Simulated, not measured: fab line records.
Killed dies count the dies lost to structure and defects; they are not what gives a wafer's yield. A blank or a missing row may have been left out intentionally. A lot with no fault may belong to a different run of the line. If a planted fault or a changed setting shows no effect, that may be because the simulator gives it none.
A lot that was struck, set against a sound lot ; flow sky130 ; 15 out of 708 route steps
Sound: wafers L321.1, L321.5, L321.6. The struck wafers were L323.3, L323.4, L323.5. Last of all comes the cause.
For every step that has rows: the tool of each side, followed by ch and its chambers, followed by its first start. Under that, the readings that differ: sound wafers ; struck wafers ; difference of the means ; sigmas: that difference in standard deviations of wafers without a fault.
alike: readings whose means differ by less than 2 such deviations, and words and numbers that are the same on both sides. not compared: withheld readings, readings that some wafer has no value for, bounds like >300 that may hide the same value, and numbers for which the record gives no deviation and whose values overlap.
A row with sigmas, a row that says differs or no value, or rows on one side alone: a step with any of these is where the two part. Numbers that have no deviation but don't overlap get no sigmas and don't part them. Lack of a reading on every wafer of one side parts them only where that side has two or more wafers.

first, 3 steps without rows for these wafers: SKY_SD_P_EXPOSE_04 (exposes mask PSDM, target cd 380 nm); SKY_SD_P_PEB_05; SKY_SD_P_DEVELOP_06 (develop time 60 s).
SKY_SD_P_CD_MEAS_07 targets a cd of 380 nm.
  sound on cdSem-01 at day 27 02:40; struck on cdSem-01 at day 27 12:17
  alike: cdNm
SKY_SD_P_OVL_MEAS_08:
  sound on overlay-02 at day 27 02:47; struck on overlay-02 at day 27 12:22
  alike: SD_P_OVL
next, for these wafers, 1 step has no rows: SKY_SD_P_IMPLANT_09.
SKY_SD_P_STRIP_10: strips in O2/N2.
  sound on plasmaAsher-02 ch 0,1, day 27 02:58; struck on plasmaAsher-03 ch 0,1, day 27 12:35
  alike: drypumpMotorCurrentA, n2FlowSccm, oesProductAu, stripTimeToEndpointS
  not compared: rfHoursCounterH
SKY_SD_P_TW_MEAS_11:
  sound on filmMetro-03 at day 27 03:04; struck on filmMetro-02 at day 27 12:43
reading;sound;struck;difference;sigmas
SD_P_TW;2747 2775 2765;2857 2849 2848;+89;+2
then, 4 steps without rows for these wafers: SKY_RES_XHIGH_DEHYDRATE_00 (time 60 s); SKY_RES_XHIGH_HMDS_01 (prime time 60 s); SKY_RES_XHIGH_COAT_02 (resist thk 1140 nm); SKY_RES_XHIGH_SOFTBAKE_03 (time 60 s).
SKY_RES_XHIGH_EXPOSE_04: exposes mask URPM, target cd 1270 nm.
  sound on ilineStepper-01 ch 0, day 27 16:52; struck on ilineStepper-01 ch 0, day 28 02:57
reading;sound;struck;difference;sigmas
mask;URPM#0 URPM#0 URPM#0;URPM_R1#0 URPM_R1#0 URPM_R1#0;differs;
next, for these wafers, 1 step has no rows: SKY_RES_XHIGH_PEB_05.
-- the record jumps here: 19 days lie between the struck wafers' starts before and after (it left off in module RES_XHIGH and takes up again in module PAD_OPEN, whose first step shown is number 708 of the route) --
SKY_PAD_OPEN_PROBE_99:
  sound on prober-01 at day 47 00:45; struck on prober-02 at day 47 07:12
reading;sound;struck;difference;sigmas
killedAtOther;1 1 1;0 0 0;-1;-2
  alike: killed_at_M0_to_M3, killed_at_M4_up, killedAtContacts, killedAtFrontEnd, killedDies, killedOpen, killedShort

== WHERE THEY PART ==
Last at SKY_PAD_OPEN_PROBE_99 as far as this record goes, first at SKY_SD_P_TW_MEAS_11.

WHY: what had been put in by the simulator
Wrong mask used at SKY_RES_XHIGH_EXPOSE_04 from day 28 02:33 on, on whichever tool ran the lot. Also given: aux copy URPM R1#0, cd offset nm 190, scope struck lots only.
